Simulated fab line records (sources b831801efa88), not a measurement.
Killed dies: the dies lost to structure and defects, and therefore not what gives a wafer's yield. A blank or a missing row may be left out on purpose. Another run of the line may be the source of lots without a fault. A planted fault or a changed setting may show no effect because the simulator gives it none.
Which tool did it?    flow gf180mcu    13 lots, 39 wafers sampled, at 2 steps of a route of 602

## WHAT EACH GAUGE READ, for each wafer
GF_STI_THK_MEAS_30.
lot   measured     on             STI_OXIDATION_02_THK (nm)
L544  day 2 06:58  film-metro-03  9.79 10.02 9.82
L545  day 2 12:37  film-metro-03  10.28 10.29 10.21
L547  day 2 21:43  film-metro-04  9.99 9.86 10.07
L548  day 3 03:14  film-metro-02  10.19 9.88 10.19
L549  day 3 09:12  film-metro-04  10.31 10.56 10.50
L555  day 4 15:49  film-metro-02  10.17 10.05 10.24
L556  day 4 19:50  film-metro-03  15.80 15.68 15.85
L558  day 5 09:36  film-metro-02  10.08 10.18 10.10
L559  day 5 12:10  film-metro-04  15.65 15.71 15.64
L561  day 6 00:17  film-metro-02  10.12 9.98 10.10
L563  day 6 08:34  film-metro-03  9.91 9.93 9.82
L565  day 6 20:42  film-metro-03  10.23 10.26 10.19
L567  day 7 04:55  film-metro-03  10.11 10.12 10.23

## TOOL THAT RAN EACH LOT (tool first, then ch and the chambers of the sampled wafers, then the start)
lot   GF_STI_OXIDATION_29
L544  furnace-01 ch 0, day 2 05:34
L545  furnace-02 ch 0, day 2 11:12
L547  furnace-02 ch 0, day 2 20:17
L548  furnace-02 ch 0, day 3 01:50
L549  furnace-02 ch 0, day 3 07:48
L555  furnace-02 ch 0, day 4 14:24
L556  furnace-02 ch 0, day 4 18:26
L558  furnace-01 ch 0, day 5 08:11
L559  furnace-02 ch 0, day 5 10:46
L561  furnace-01 ch 0, day 5 22:53
L563  furnace-01 ch 0, day 6 07:11
L565  furnace-01 ch 0, day 6 19:19
L567  furnace-01 ch 0, day 7 03:30
- GF_STI_OXIDATION_29: stabilise 600 s, purge 300 s, target thk 10 nm.

## AS READ BY THE TOOLS THEMSELVES (means over the sampled wafers that have a number; for cases with no such wafer, the mark the record gives instead)
GF_STI_OXIDATION_29.
lot   tool        ox-temp-c (C)  spike-tc-centre-C (C)  zone-power-centre-pct (%)
L544  furnace-01  899.4          899.7                  16.8
L545  furnace-02  899.9          900.0                  20.9
L547  furnace-02  899.8          900.5                  20.7
L548  furnace-02  900.5          899.0                  20.9
L549  furnace-02  900.5          900.0                  20.9
L555  furnace-02  899.9          898.1                  20.7
L556  furnace-02  900.2          899.7                  20.9
L558  furnace-01  899.6          900.3                  16.7
L559  furnace-02  899.7          898.4                  20.9
L561  furnace-01  900.4          899.8                  16.7
L563  furnace-01  900.3          899.4                  16.7
L565  furnace-01  900.0          899.0                  16.7
L567  furnace-01  900.0          899.1                  16.7

## THE ANSWER, worked out from the rows above alone
Rule: the lots themselves supply what counts as usual. The widest of any qualifying gaps counts: lots, ordered by their means at a reading, are off when they make up no more than a third of the lots, leave a main group of 4 or more, and stand apart from it by 3 or more times the standard deviation of that group's means. If all means in a main group match to the digits the tables above print for the reading, that group is not used. Also off: a lot with no number at a reading for which 4 or more lots have one. All remaining lots with rows at the step are treated as sound. The gauges are gone through in route order, then the tools' own readings, and for those a lot's mean is taken as printed above. The first step at which some lot is off is used, and at that step the reading that is off furthest; a lot without a number counts as furthest.
Off: L556, L559, at GF_STI_THK_MEAS_30 (STI_OXIDATION_02_THK). The main group: mean 10.11 nm, standard deviation 0.16.
A tool fits if, at a process step before that reading, it ran every lot that is off, and no sound lot after the first of them. Gauges at GF_STI_THK_MEAS_30: tried the same way as those tools. One fits: GF_STI_OXIDATION_29 on furnace-02. A fault onset in the window from L555 (day 4 14:24, its last sound lot) to L556 (day 4 18:26, its first lot off) fits.

## WHAT HAD BEEN PUT IN BY THE SIMULATOR
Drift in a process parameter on furnace-02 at GF_STI_OXIDATION_29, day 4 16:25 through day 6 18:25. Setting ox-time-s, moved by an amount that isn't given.
Shown lots that were struck: L556, L559. The rule given above showed the same thing.
